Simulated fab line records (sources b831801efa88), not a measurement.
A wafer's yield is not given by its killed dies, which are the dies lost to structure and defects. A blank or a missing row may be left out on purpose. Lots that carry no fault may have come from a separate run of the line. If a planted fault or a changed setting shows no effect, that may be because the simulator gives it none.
A struck lot beside a sound one || flow sfq-line || 3 out of 325 route steps
Sound: the wafers L723.1, L723.5, L723.6. Wafers struck: L733.1, L733.2, L733.5. Last of all comes the cause.
Order at every step that has rows: each side's tool, ch and its chambers, its first start. Under that, the readings that differ: sound wafers || struck wafers || difference of the means || sigmas: that difference in standard deviations of wafers without a fault.
alike: readings whose means differ by less than 2 such deviations, and words and numbers that are the same on both sides. not compared: withheld readings, readings that some wafer has no value for, bounds like >300 that may hide the same value, and numbers for which the record gives no deviation and whose values overlap.
The two part at a step that has a row with sigmas, a row that says differs or no value, or rows on one side only. Non-overlapping numbers with no deviation appear without sigmas and do not part them. Lack of a reading on every wafer of one side parts them only where that side has two or more wafers.

SFQ_INCOMING_BOW_MEAS_900:
  sound on film-metro-03, day 2 16:00; struck on film-metro-04, day 4 18:06
  alike: INCOMING_BOW
SFQ_TRILAYER_INCOMING_OXIDATION_002: target thk 500 nm, ox time 4939 s.
  sound on furnace-02 ch 0, day 2 16:07; struck on furnace-02 ch 0, day 4 18:13
{"reading": "spike-tc-centre-C (C)", "sound": "1000.4 1000.4 999.0", "struck": "990.7 992.8 991.9", "difference": -8.1, "sigmas": -6}
{"reading": "spike-tc-lower-C (C)", "sound": "1000.0 999.9 999.6", "struck": "992.3 992.3 993.6", "difference": -7.1, "sigmas": -7}
{"reading": "spike-tc-top-C (C)", "sound": "1005.8 1006.9 1005.8", "struck": "998.5 1000.5 998.3", "difference": -7.1, "sigmas": -3}
{"reading": "spike-tc-upper-C (C)", "sound": "999.3 998.6 999.2", "struck": "991.8 992.5 993.1", "difference": -6.6, "sigmas": -7}
{"reading": "tube-center-temp-C (C)", "sound": "1000.1 1000 999.94", "struck": "992.55 992.54 992.5", "difference": -7.48, "sigmas": -82}
{"reading": "tube_center_temp_C_max", "sound": "1002.2 1003.2 1002.3", "struck": "995.1 994.7 994.9", "difference": -7.7, "sigmas": -18}
{"reading": "model.SiO2_of_TRILAYER_INCOMING_OXIDATION_002.thk-nm (nm)", "sound": "512.8 512.2 511.2", "struck": "484.9 490.5 488.2", "difference": -24.2, "sigmas": ""}
SFQ_TRILAYER_L0_DEP_SPUTTER_003: material MoNx KI, target thk 40 nm, time 100 s.
  sound on pvd-sputter-05, day 2 18:29; struck on pvd-sputter-06, day 4 20:35
  alike: throttle-valve-pct

## WHERE THEY PART
SFQ_TRILAYER_INCOMING_OXIDATION_002 only, going by this record. Later steps at which nothing parts them and some readings are alike: SFQ_TRILAYER_L0_DEP_SPUTTER_003.

WHY: what the simulator had put in
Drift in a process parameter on furnace-02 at SFQ_TRILAYER_INCOMING_OXIDATION_002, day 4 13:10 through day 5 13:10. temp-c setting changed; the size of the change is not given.
